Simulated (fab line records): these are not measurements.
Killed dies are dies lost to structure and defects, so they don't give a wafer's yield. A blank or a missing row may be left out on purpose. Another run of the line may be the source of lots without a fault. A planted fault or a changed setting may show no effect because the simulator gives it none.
fab line records	flow sfq-line
[record] lots = 6	wafers = 18	last-day = 84
route steps=325 shown I6@270 M7@281 I7@296 M8@311
lots that met no fault: from a run of the same line without faults
start-h: the number of hours between the record's first day and the start of the first shown wafer of the lot	wait-h: hours since the lot's step before	" as in the row above	L1.1+2: several wafers, shown together as one row	- no value, or no start was given	* or withheld: withheld	< > ~ a bound
route shown NAME@n: a module of which the file shows steps, and the number in the route of the first	usual: mean and standard deviation over wafers with no fault	same: alike in all rows	chamber/n: place in a boat	sites: per-site readings	_std_site: standard deviation of those values	_edge_site: inner sites' mean taken away from outer sites' mean	radius-mm: how far each site lies from the wafer's centre	mask NAME#n: copy n	behind: the tool/chamber that last shaped the wafer	hold: why the lot went on hold/how many hours it stayed there/how the hold came to an end	device: transistor that didn't switch, given as n, p or np	end of line: at the end of the route, the tests of the same wafers	a step without rows: its recipe alone	killed: dies lost to structure and defects at the first sort, not the wafer's yield	map: dies across one wafer; x = killed, . = not, _ = none there
set.NAME: the setting as run; set.NAME@STEP: as run at that earlier step	model.NAME: the simulator's own value behind a step, which no gauge read
a table for each step, a row for each wafer; lots at some steps of the route
services: from which hour (start-h, from the record's first day; less than 0 if before it) a tool's chamber was out of use, for how many hours, and why
[[steps]]
[step SFQ_TRILAYER_I6_VIA_LITHO_COAT_174]
[recipe] resist = BARC	spin-rpm = 3021	resist-thk-nm = 62
[step SFQ_TRILAYER_I6_VIA_LITHO_COAT_169]
[recipe] resist = KrF	spin-rpm = 3000	resist-thk-nm = 650
[step SFQ_TRILAYER_I6_VIA_LITHO_SOFTBAKE_173]
[recipe] temp-c = withheld	time-s = withheld	resist = KrF
[step SFQ_TRILAYER_I6_VIA_LITHO_EXPOSE_170]
[recipe] mask-id = I6	na = 0.6	source-shape = conventional	sigma-outer = 0.65	target-cd-nm = 700	dose-mj = 21.3
[step SFQ_TRILAYER_I6_VIA_LITHO_PEB_172]
[recipe] peb-temp-c = 115	peb-time-s = 60	resist = KrF
[step SFQ_TRILAYER_I6_VIA_LITHO_DEVELOP_171]
[recipe] time-s = 60	resist = KrF
[step SFQ_I6_OVL_MEAS_942]
[usual] I6_OVL = 1/6.4
lot.wafer	tool	chamber	start-h	wait-h	I6_OVL[nm]
L413.3	overlay-01	-	1661.80	0.1	3
L413.5	"	-	"	"	5
L413.6	"	-	"	"	-1
L430.1	overlay-01	-	1807.51	0.1	0
L430.2	"	-	"	"	1
L430.5	"	-	"	"	-7
L432.2	overlay-01	-	1840.01	0.1	-9
L432.3	"	-	"	"	-4
L432.4	"	-	"	"	-11
L433.1	overlay-01	-	1842.41	0.1	-4
L433.3	"	-	"	"	0
L433.6	"	-	"	"	-1
L434.1	overlay-02	-	1844.81	0.1	9
L434.4	"	-	"	"	-1
L434.6	"	-	"	"	2
L435.2	overlay-02	-	1849.61	0.1	-2
L435.3	"	-	"	"	-11
L435.6	"	-	"	"	-7
[step SFQ_TRILAYER_I6_VIA_BARC_OPEN_VIA_ETCH_235]
[recipe] mask-material = PR	chemistry = O2	target-depth-nm = 125	target = BARC	source-w = 500	bias-w = 80	pressure-mtorr = 30	time-s = 41.7
[usual] drypump-motor-current-A = 5.55/0.25	oes-product-au = 0.684/0.005
lot.wafer	tool	chamber	start-h	wait-h	drypump-motor-current-A	oes-product-au	rf-hours-counter-h
L413.3	rie-diel-04	0	1661.83	0.0	5.69	0.670	13
L413.5	"	1	"	"	5.32	0.684	-
L413.6	"	3	"	"	5.79	0.683	-
L430.1	rie-diel-04	3	1807.55	0.0	5.79	0.684	16
L430.2	"	2	"	"	5.76	0.691	2
L430.5	"	3	"	"	5.81	0.688	-
L432.2	rie-diel-04	1	1840.04	0.0	5.35	0.679	11
L432.3	"	2	"	"	5.75	0.683	2
L432.4	"	0	"	"	5.75	0.679	15
L433.1	rie-diel-02	0	1842.44	0.0	5.47	0.693	21
L433.3	"	3	"	"	5.38	0.680	3
L433.6	"	0	"	"	5.49	0.686	-
L434.1	rie-diel-04	1	1844.84	0.0	5.32	0.677	12
L434.4	"	0	"	"	5.70	0.685	15
L434.6	"	1	"	"	5.32	0.694	-
L435.2	rie-diel-03	1	1849.64	0.0	5.66	0.683	20
L435.3	"	3	"	"	5.83	0.681	7
L435.6	"	0	"	"	5.44	0.688	-
[step SFQ_TRILAYER_I6_VIA_ETCH_VIA_ETCH_172]
[recipe] target = SiO2	stop-on = Nb	mask-material = PR	taper-deg = 20	chemistry = CHF3	target-depth-nm = 260	source-w = 500	bias-w = 80	pressure-mtorr = 30	time-s = withheld
[step SFQ_TRILAYER_I6_VIA_STRIP_STRIP_173]
[recipe] gas = O2	power-w = 200	platen-temp-c = 40	overash-fraction = 0.65	chemistry = O2	pressure-mtorr = 50
[step SFQ_TRILAYER_I6_VIA_STRIP_SOLV_CLEAN_174]
[recipe] chemistry = NMP	temp-c = 70	time-s = 600
[step SFQ_TRILAYER_M7_DEP_PRE_CLEAN_176]
[recipe] gas = Ar	time-s = 22.5	bias-v = 250
[step SFQ_TRILAYER_M7_DEP_SPUTTER_175]
[recipe] material = Nb	base-pressure-pa = 1.33e-06	chamber-pressure-pa = 0.1333	substrate-temp-c = 20	target-thk-nm = 200	power-w = 2000	time-s = 133.3
[usual] base-pressure-pa = 1.33e-06/7.8e-08	cathode-dc-power-W = 2000.0/0.36	substrate-temp-c = 19.98/0.1	throttle-valve-pct = 30.5/1.1
lot.wafer	tool	chamber	start-h	wait-h	base-pressure-pa	cathode-dc-power-W	substrate-temp-c	throttle-valve-pct	model.Nb_of_TRILAYER_M7_DEP_SPUTTER_175.thk-nm
L413.3	pvd-sputter-04	-	1662.78	0.0	1.32e-06	2000.8	20.01	29.8	201.4
L413.5	"	-	"	"	1.38e-06	1999.6	19.88	30.3	202.6
L413.6	"	-	"	"	1.41e-06	1998.9	19.78	30.4	202.9
L430.1	pvd-sputter-04	-	1808.52	0.0	1.27e-06	2058.3	19.87	30.5	205
L430.2	"	-	"	"	1.45e-06	2058.2	20.11	30.0	204.1
L430.5	"	-	"	"	1.31e-06	2058.6	20.16	30.5	204.6
L432.2	pvd-sputter-04	-	1841.00	0.0	1.33e-06	2057.9	20.16	30.6	206.8
L432.3	"	-	"	"	1.26e-06	2057.7	19.93	30.4	207.2
L432.4	"	-	"	"	1.23e-06	2058.1	19.83	29.9	206.3
L433.1	pvd-sputter-05	-	1843.40	0.0	1.33e-06	2000.3	19.99	30.1	199.6
L433.3	"	-	"	"	1.27e-06	1999.9	19.92	31.7	200.2
L433.6	"	-	"	"	1.42e-06	1999.5	19.86	29.8	198.3
L434.1	pvd-sputter-06	-	1845.80	0.0	1.23e-06	1999.4	20.04	32.5	199
L434.4	"	-	"	"	1.34e-06	1999.6	19.95	30.0	199.5
L434.6	"	-	"	"	1.26e-06	1999.9	19.89	32.4	200.5
L435.2	pvd-sputter-05	-	1850.62	0.0	1.34e-06	2000.1	20.03	29.7	198.8
L435.3	"	-	"	"	1.38e-06	2000.2	19.85	30.1	199.7
L435.6	"	-	"	"	1.27e-06	1999.5	20.01	29.4	201.6
[step SFQ_M7_RS_MEAS_943]
[recipe] thk-meas-gauge = four-point-probe	reads = Nb_of_TRILAYER_M7_DEP_SPUTTER_175
[usual] M7_NB_RS = 0.890/0.0071
lot.wafer	tool	chamber	start-h	wait-h	M7_NB_RS[ohm/sq]
L413.3	film-metro-04	-	1662.91	0.1	0.886
L413.5	"	-	"	"	0.881
L413.6	"	-	"	"	0.878
L430.1	film-metro-02	-	1808.61	0.0	0.866
L430.2	"	-	"	"	0.872
L430.5	"	-	"	"	0.868
L432.2	film-metro-01	-	1841.11	0.1	0.860
L432.3	"	-	"	"	0.858
L432.4	"	-	"	"	0.864
L433.1	film-metro-02	-	1843.49	0.0	0.894
L433.3	"	-	"	"	0.889
L433.6	"	-	"	"	0.898
L434.1	film-metro-02	-	1845.89	0.0	0.896
L434.4	"	-	"	"	0.894
L434.6	"	-	"	"	0.888
L435.2	film-metro-01	-	1850.73	0.1	0.895
L435.3	"	-	"	"	0.892
L435.6	"	-	"	"	0.882
[step SFQ_TRILAYER_M7_LITHO_COAT_182]
[recipe] resist = BARC	spin-rpm = 2970	resist-thk-nm = 62
[step SFQ_TRILAYER_M7_LITHO_COAT_177]
[recipe] resist = KrF	spin-rpm = 3000	resist-thk-nm = 600
[step SFQ_TRILAYER_M7_LITHO_SOFTBAKE_181]
[recipe] temp-c = withheld	time-s = withheld	resist = KrF
[step SFQ_TRILAYER_M7_LITHO_EXPOSE_178]
[recipe] mask-id = M7	na = 0.6	source-shape = conventional	sigma-outer = 0.65	target-cd-nm = 500	dose-mj = 14.4
[step SFQ_TRILAYER_M7_LITHO_PEB_180]
[recipe] peb-temp-c = 115	peb-time-s = 60	resist = KrF
[step SFQ_TRILAYER_M7_LITHO_DEVELOP_179]
[recipe] time-s = 60	resist = KrF
[step SFQ_M7_OVL_MEAS_945]
[usual] M7_OVL = -1/5.2
lot.wafer	tool	chamber	start-h	wait-h	M7_OVL[nm]
L413.3	overlay-01	-	1665.32	0.1	-5
L413.5	"	-	"	"	-3
L413.6	"	-	"	"	-6
L430.1	overlay-02	-	1896.93	0.1	2
L430.2	"	-	"	"	-5
L430.5	"	-	"	"	9
L432.2	overlay-01	-	1925.27	0.1	-5
L432.3	"	-	"	"	2
L432.4	"	-	"	"	-8
L433.1	overlay-02	-	1926.47	0.1	-6
L433.3	"	-	"	"	-4
L433.6	"	-	"	"	-8
L434.1	overlay-01	-	1928.87	0.1	4
L434.4	"	-	"	"	-3
L434.6	"	-	"	"	-4
L435.2	overlay-01	-	1932.47	0.1	8
L435.3	"	-	"	"	-3
L435.6	"	-	"	"	8
[step SFQ_TRILAYER_M7_BARC_OPEN_METAL_ETCH_229]
[recipe] mask-material = PR	chemistry = O2	target-depth-nm = 125	target = BARC	icp-w = 600	bias-w = 80	pressure-mtorr = 10	time-s = 41.7
[usual] drypump-motor-current-A = 5.4/0.35	oes-product-au = 0.686/0.0043
lot.wafer	tool	chamber	start-h	wait-h	drypump-motor-current-A	oes-product-au	rf-hours-counter-h
L413.3	rie-metal-03	1	1665.36	0.0	5.3	0.686	-
L413.5	"	1	"	"	5.3	0.683	-
L413.6	"	0	"	"	5.5	0.688	-
L430.1	rie-metal-03	0	1896.96	0.0	5.5	0.682	66
L430.2	"	1	"	"	5.3	0.678	16
L430.5	"	1	"	"	5.3	0.683	-
L432.2	rie-metal-03	1	1925.30	0.0	5.3	0.688	20
L432.3	"	1	"	"	5.3	0.691	-
L432.4	"	0	"	"	5.5	0.686	-
L433.1	rie-metal-01	0	1926.50	0.0	5.9	0.688	89
L433.3	"	0	"	"	5.9	0.685	-
L433.6	"	0	"	"	5.9	0.686	-
L434.1	rie-metal-03	1	1928.90	0.0	5.3	0.685	21
L434.4	"	1	"	"	5.3	0.684	-
L434.6	"	0	"	"	5.5	0.681	-
L435.2	rie-metal-02	1	1932.50	0.0	5.4	0.689	94
L435.3	"	0	"	"	4.7	0.695	-
L435.6	"	1	"	"	5.4	0.688	-
[step SFQ_TRILAYER_M7_ETCH_METAL_ETCH_180]
[recipe] target = Nb	stop-on = SiO2	mask-material = PR	chemistry = Cl2/Ar	target-depth-nm = 240	icp-w = 600	bias-w = 80	pressure-mtorr = 10	time-s = 120
[usual] drypump-motor-current-A = 5.4/0.35	oes-product-au = 0.894/0.0057
lot.wafer	tool	chamber	start-h	wait-h	drypump-motor-current-A	oes-product-au	rf-hours-counter-h	model.M7.feature-depth-nm	model.etch.depth-nm
L413.3	rie-metal-03	1	1665.44	0.1	5.3	0.898	-	201.4	201.4
L413.5	"	1	"	"	5.3	0.895	-	202.6	202.6
L413.6	"	0	"	"	5.5	0.909	-	202.9	202.9
L430.1	rie-metal-03	0	1897.02	0.0	5.5	0.911	67	205	205
L430.2	"	1	"	"	5.3	0.907	16	204.1	204.1
L430.5	"	1	"	"	5.3	0.914	-	204.6	204.6
L432.2	rie-metal-03	1	1925.36	0.0	5.3	0.914	20	206.8	206.8
L432.3	"	1	"	"	5.3	0.912	-	207.2	207.2
L432.4	"	0	"	"	5.5	0.910	-	206.3	206.3
L433.1	rie-metal-01	0	1926.62	0.1	5.9	0.891	89	199.6	199.6
L433.3	"	0	"	"	5.9	0.894	-	200.2	200.2
L433.6	"	0	"	"	5.9	0.884	-	198.3	198.3
L434.1	rie-metal-03	1	1928.96	0.0	5.3	0.888	21	199	199
L434.4	"	1	"	"	5.3	0.887	-	199.5	199.5
L434.6	"	0	"	"	5.5	0.895	-	200.5	200.5
L435.2	rie-metal-02	1	1932.56	0.0	5.4	0.891	94	198.8	198.8
L435.3	"	0	"	"	4.7	0.901	-	199.7	199.7
L435.6	"	1	"	"	5.4	0.904	-	201.6	201.6
[step SFQ_TRILAYER_M7_STRIP_STRIP_181]
[recipe] gas = O2	power-w = 200	platen-temp-c = 40	overash-fraction = 0.65	chemistry = O2	pressure-mtorr = 50
[step SFQ_TRILAYER_M7_STRIP_SOLV_CLEAN_182]
[recipe] chemistry = NMP	temp-c = 70	time-s = 600
[step SFQ_TRILAYER_I7_DEP_PECVD_183]
[recipe] material = SiO2	temp-c = 150	time-s = 111.11	pressure-torr = 2.4	rf-w = 183.3	precursor = SiH4/N2O	target-thk-nm = 500
[usual] heater-power-w = 96/22	susceptor-temp-C = 149.98/0.15	throttle-valve-pct = 25.3/1.2
lot.wafer	tool	chamber	start-h	wait-h	heater-power-w	susceptor-temp-C	throttle-valve-pct
L413.3	pecvd-04	2	1666.30	0.0	76	149.75	23.8
L413.5	"	1	"	"	111	149.99	27.1
L413.6	"	2	"	"	76	149.96	23.4
L430.1	pecvd-02	0	1898.10	0.0	126	149.93	24.8
L430.2	"	1	"	"	112	150.21	24.6
L430.5	"	1	"	"	118	150.01	24.6
L432.2	pecvd-04	0	1926.26	0.0	73	150.02	25.6
L432.3	"	2	"	"	83	150.09	23.5
L432.4	"	2	"	"	68	150.08	23.6
L433.1	pecvd-03	0	1928.25	0.0	139	149.91	24.4
L433.3	"	1	"	"	77	149.82	25.5
L433.6	"	2	"	"	81	150.28	27.3
L434.1	pecvd-02	0	1929.86	0.0	119	149.89	24.9
L434.4	"	1	"	"	114	150.09	24.7
L434.6	"	0	"	"	126	149.87	25.0
L435.2	pecvd-03	2	1933.46	0.0	89	150.04	27.0
L435.3	"	1	"	"	63	150.12	25.7
L435.6	"	2	"	"	72	149.95	27.0
[step SFQ_TRILAYER_I7_CMP_CMP_184]
[recipe] material = SiO2	down-force-psi = 3	platen-rpm = 60.56	pad-velocity-m-s = 0.94248
[usual] head-pressure-psi = 3.000/0.006	motor-current-A = 10.4/1	time-to-endpoint-s = 212/6.8
lot.wafer	tool	chamber	start-h	wait-h	head-pressure-psi	motor-current-A	time-to-endpoint-s
L413.3	cmp-02	3	1667.33	1.0	2.999	10.4	204
L413.6	"	3	1669.33	2.9	3.010	10.6	213
L413.5	"	0	"	"	3.000	10.5	213
L430.1	cmp-02	0	1899.72	1.6	2.991	10.9	209
L430.2	"	2	1900.72	2.6	2.998	11.1	213
L430.5	"	0	1901.72	3.5	3.006	10.7	214
L432.3	cmp-01	1	1929.27	3.0	2.995	9.6	214
L432.4	"	2	"	"	3.012	8.3	222
L432.2	"	3	"	"	2.992	10.4	222
L433.1	cmp-02	2	1930.29	2.0	3.002	11.8	207
L433.3	"	0	1931.29	3.0	2.986	10.3	209
L433.6	"	1	"	"	3.003	10.8	214
L434.1	cmp-02	0	1933.29	3.4	3.001	11.0	206
L434.4	"	2	1934.29	4.3	2.994	11.4	213
L434.6	"	3	"	"	2.995	10.4	212
L435.2	cmp-01	1	1935.27	1.8	2.996	9.3	210
L435.3	"	3	1936.27	2.8	3.009	10.4	216
L435.6	"	1	1937.27	3.7	2.988	9.5	218
[step SFQ_I7_BOW_MEAS_946]
[recipe] mode = bow
[usual] I7_BOW = 8/13
lot.wafer	tool	chamber	start-h	wait-h	I7_BOW[um]
L413.3	film-metro-02	-	1670.37	2.5	12
L413.5	"	-	"	"	8
L413.6	"	-	"	"	20
L430.1	film-metro-03	-	1902.22	2.0	6
L430.2	"	-	"	"	3
L430.5	"	-	"	"	-14
L432.2	film-metro-03	-	1931.79	1.0	-9
L432.3	"	-	"	"	-16
L432.4	"	-	"	"	-21
L433.1	film-metro-02	-	1932.79	2.0	26
L433.3	"	-	"	"	18
L433.6	"	-	"	"	14
L434.1	film-metro-04	-	1935.79	2.0	-7
L434.4	"	-	"	"	-2
L434.6	"	-	"	"	-2
L435.2	film-metro-02	-	1937.79	2.0	27
L435.3	"	-	"	"	25
L435.6	"	-	"	"	35
[step SFQ_TRILAYER_I7_METRO_MEASURE_185]
[step SFQ_TRILAYER_I7_VIA_LITHO_COAT_192]
[recipe] resist = BARC	spin-rpm = 3000	resist-thk-nm = 62
[step SFQ_TRILAYER_I7_VIA_LITHO_COAT_187]
[recipe] resist = KrF	spin-rpm = 3000	resist-thk-nm = 650
[step SFQ_TRILAYER_I7_VIA_LITHO_SOFTBAKE_191]
[recipe] temp-c = withheld	time-s = withheld	resist = KrF
[step SFQ_TRILAYER_I7_VIA_LITHO_EXPOSE_188]
[recipe] mask-id = I7	na = 0.6	source-shape = conventional	sigma-outer = 0.65	target-cd-nm = 1000	dose-mj = 21.3
[step SFQ_TRILAYER_I7_VIA_LITHO_PEB_190]
[recipe] peb-temp-c = 115	peb-time-s = 60	resist = KrF
[step SFQ_TRILAYER_I7_VIA_LITHO_DEVELOP_189]
[recipe] time-s = 60	resist = KrF
[step SFQ_I7_OVL_MEAS_947]
[usual] I7_OVL = 1/4.7
lot.wafer	tool	chamber	start-h	wait-h	I7_OVL[nm]
L413.3	overlay-02	-	1676.83	0.1	-4
L413.5	"	-	"	"	0
L413.6	"	-	"	"	1
L430.1	overlay-01	-	1906.98	0.1	-1
L430.2	"	-	"	"	1
L430.5	"	-	"	"	-4
L432.2	overlay-02	-	1935.47	0.1	4
L432.3	"	-	"	"	4
L432.4	"	-	"	"	-1
L433.1	overlay-01	-	1937.89	0.1	8
L433.3	"	-	"	"	8
L433.6	"	-	"	"	3
L434.1	overlay-01	-	1941.16	0.1	5
L434.4	"	-	"	"	2
L434.6	"	-	"	"	6
L435.2	overlay-01	-	1944.57	0.1	-8
L435.3	"	-	"	"	-7
L435.6	"	-	"	"	-6
[step SFQ_TRILAYER_I7_VIA_BARC_OPEN_VIA_ETCH_260]
[recipe] mask-material = PR	chemistry = O2	target-depth-nm = 125	target = BARC	source-w = 500	bias-w = 80	pressure-mtorr = 30	time-s = 41.7
[step SFQ_TRILAYER_I7_VIA_ETCH_VIA_ETCH_190]
[recipe] target = SiO2	stop-on = Nb	mask-material = PR	taper-deg = 20	chemistry = CHF3	target-depth-nm = 260	source-w = 500	bias-w = 82.08	pressure-mtorr = 30	time-s = withheld
[usual] drypump-motor-current-A = 5.67/0.24	oes-product-au = 0.855/0.0053
lot.wafer	tool	chamber	start-h	wait-h	drypump-motor-current-A	oes-product-au	model.Nb_of_TRILAYER_M7_DEP_SPUTTER_175.thk-nm
L413.3	rie-diel-01	0	1676.89	0.0	6.07	0.853	201.2
L413.5	"	2	"	"	5.80	0.856	202.4
L413.6	"	1	"	"	5.01	0.852	202.7
L430.1	rie-diel-04	3	1907.05	0.0	5.80	0.856	204.8
L430.2	"	0	"	"	5.67	0.859	203.8
L430.5	"	2	"	"	5.76	0.848	204.4
L432.2	rie-diel-04	3	1935.54	0.0	5.80	0.860	206.6
L432.3	"	0	"	"	5.70	0.853	207
L432.4	"	2	"	"	5.80	0.860	206.1
L433.1	rie-diel-03	3	1937.96	0.0	5.80	0.862	199.4
L433.3	"	2	"	"	5.75	0.865	200
L433.6	"	3	"	"	5.83	0.859	198.1
L434.1	rie-diel-01	3	1941.24	0.0	5.88	0.854	198.8
L434.4	"	0	"	"	6.11	0.855	199.3
L434.6	"	1	"	"	5.03	0.858	200.3
L435.2	rie-diel-03	0	1944.64	0.0	5.46	0.863	198.6
L435.3	"	3	"	"	5.78	0.869	199.5
L435.6	"	1	"	"	5.62	0.855	201.4
[step SFQ_TRILAYER_I7_VIA_STRIP_STRIP_191]
[recipe] gas = O2	power-w = 200	platen-temp-c = 40	overash-fraction = 0.65	chemistry = O2	pressure-mtorr = 50
[usual] drypump-motor-current-A = 5.6/0.39	oes-product-au = 1.005/0.0081
lot.wafer	tool	chamber	start-h	wait-h	drypump-motor-current-A	oes-product-au	rf-hours-counter-h
L413.3	rie-metal-04	1	1677.20	-	5.6	1.000	-
L413.5	"	1	"	"	5.7	1.010	-
L413.6	"	0	"	"	6.1	1.011	-
L430.1	rie-metal-03	0	1907.17	-	5.5	1.007	68
L430.2	"	1	"	"	5.3	1.009	18
L430.5	"	1	"	"	5.2	1.003	-
L432.2	rie-metal-03	1	1935.66	-	5.3	1.008	22
L432.3	"	1	"	"	5.3	1.001	-
L432.4	"	0	"	"	5.5	1.012	-
L433.1	rie-metal-04	0	1938.08	-	6.1	1.003	117
L433.3	"	0	"	"	6.1	1.000	-
L433.6	"	1	"	"	5.6	1.003	-
L434.1	rie-metal-04	0	1941.35	-	6.1	1.012	118
L434.4	"	0	"	"	6.1	0.996	-
L434.6	"	0	"	"	6.1	1.007	-
L435.2	rie-metal-03	0	1944.75	-	5.5	1.003	73
L435.3	"	1	"	"	5.3	1.007	-
L435.6	"	0	"	"	5.5	1.008	-
[step SFQ_TRILAYER_I7_VIA_STRIP_SOLV_CLEAN_192]
[recipe] chemistry = NMP	temp-c = 70	time-s = 600
[step SFQ_TRILAYER_M8_LITHO_LOR_COAT_197]
[recipe] resist = lift-off	spin-rpm = 3000
[step SFQ_M8_BOW_MEAS_951]
[recipe] mode = bow
[usual] M8_BOW = 9/12
lot.wafer	tool	chamber	start-h	wait-h	M8_BOW[um]	model.etest.m7.ohm-um	model.etest.i6.link-ohm	model.etest.m7.ohm-sq	model.etest.i7.link-ohm
L413.3	film-metro-01	-	1768.33	0.0	10	1.768	1.862	0.8846	1.041
L413.5	"	-	"	"	8	1.76	1.866	0.8792	1.035
L413.6	"	-	"	"	19	1.754	1.858	0.878	1.033
L430.1	film-metro-01	-	1911.87	0.0	6	1.737	1.845	0.8691	1.022
L430.2	"	-	"	"	3	1.751	1.842	0.8731	1.026
L430.5	"	-	"	"	-13	1.746	1.845	0.8707	1.025
L432.2	film-metro-02	-	1941.24	0.0	-8	1.718	1.825	0.8613	1.013
L432.3	"	-	"	"	-14	1.713	1.837	0.8598	1.012
L432.4	"	-	"	"	-18	1.716	1.844	0.8638	1.016
L433.1	film-metro-03	-	2011.86	0.0	27	1.786	1.857	0.8926	1.046
L433.3	"	-	"	"	17	1.781	1.863	0.8898	1.044
L433.6	"	-	"	"	14	1.794	1.872	0.8983	1.052
L434.1	film-metro-01	-	2015.56	0.0	-6	1.789	1.879	0.8952	1.05
L434.4	"	-	"	"	0	1.793	1.876	0.893	1.046
L434.6	"	-	"	"	0	1.778	1.865	0.8885	1.041
L435.2	film-metro-02	-	2017.98	0.0	27	1.793	1.879	0.8963	1.051
L435.3	"	-	"	"	27	1.792	1.885	0.8921	1.046
L435.6	"	-	"	"	34	1.775	1.872	0.8837	1.038
[[services]]
tool	chamber	start-h	hours	kind
pvd-sputter-04	-	1638.61	3.6	repair
rie-metal-01	0	1643.39	6.0	repair
rie-diel-04	3	1650.05	6.5	repair
cmp-02	-	1652.50	2.5	repair
rie-metal-04	-	1653.01	2.8	pm
rie-diel-04	-	1662.88	0.8	repair
cmp-02	-	1713.49	6.1	pm
rie-metal-04	-	1753.31	4.3	pm
rie-diel-03	-	1772.71	0.2	repair
cmp-02	-	1780.06	0.5	repair
rie-diel-03	3	1788.68	19.7	repair
rie-diel-03	1	1794.92	3.2	repair
rie-metal-04	-	1823.03	0.3	repair
pvd-sputter-04	-	1844.84	3.2	repair
cmp-02	-	1846.63	0.8	repair
rie-diel-04	3	1861.62	6.1	repair
cmp-02	-	1864.09	6.4	pm
rie-diel-03	1	1870.11	7.6	repair
rie-metal-04	1	1894.37	15.0	repair
rie-diel-03	1	1895.43	2.4	repair
rie-diel-04	1	1929.34	4.0	repair
rie-diel-03	3	1930.67	1.4	repair
cmp-02	-	1935.79	4.0	pm
rie-diel-04	0	1937.78	3.6	repair
[[key]]
[first-sign] step = SFQ_TRILAYER_M7_DEP_SPUTTER_175	reading = cathode-dc-power-W	direction = up	sigmas = 99+	usual = 2000.0	struck = 2058.1
[effect] step = SFQ_M7_RS_MEAS_943	reading = M7_NB_RS	direction = down	sigmas = 3.5	usual = 0.890	struck = 0.865
[effect] step = SFQ_TRILAYER_M7_ETCH_METAL_ETCH_180	reading = oes-product-au	direction = up	sigmas = 3	usual = 0.894	struck = 0.911
[model-effect] step = SFQ_TRILAYER_M7_DEP_SPUTTER_175	value = Nb_of_TRILAYER_M7_DEP_SPUTTER_175.thk-nm	without = 199.9	struck = 205.7
[model-effect] step = SFQ_TRILAYER_M7_ETCH_METAL_ETCH_180	value = M7.feature-depth-nm	without = 199.9	struck = 205.7
[model-effect] step = SFQ_TRILAYER_I7_VIA_ETCH_VIA_ETCH_190	value = Nb_of_TRILAYER_M7_DEP_SPUTTER_175.thk-nm	without = 199.6	struck = 205.5
[model-effect] step = SFQ_M8_BOW_MEAS_951	value = etest.m7.ohm-um	without = 1.781	struck = 1.73
met-at SFQ_TRILAYER_M7_DEP_SPUTTER_175
struck-wafers L430.1,L430.2,L430.5,L432.2,L432.3,L432.4
onset-between 1662.78 1808.52
[fault] kind = process-parameter-drift	tool = pvd-sputter-04	chamber = -	onset-h = 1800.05	steps = SFQ_TRILAYER_M7_DEP_SPUTTER_175	channel = power-w	offset = 58.073	shape = step	end-h = 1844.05	acts-in = these-recipes-only	stated = 2000
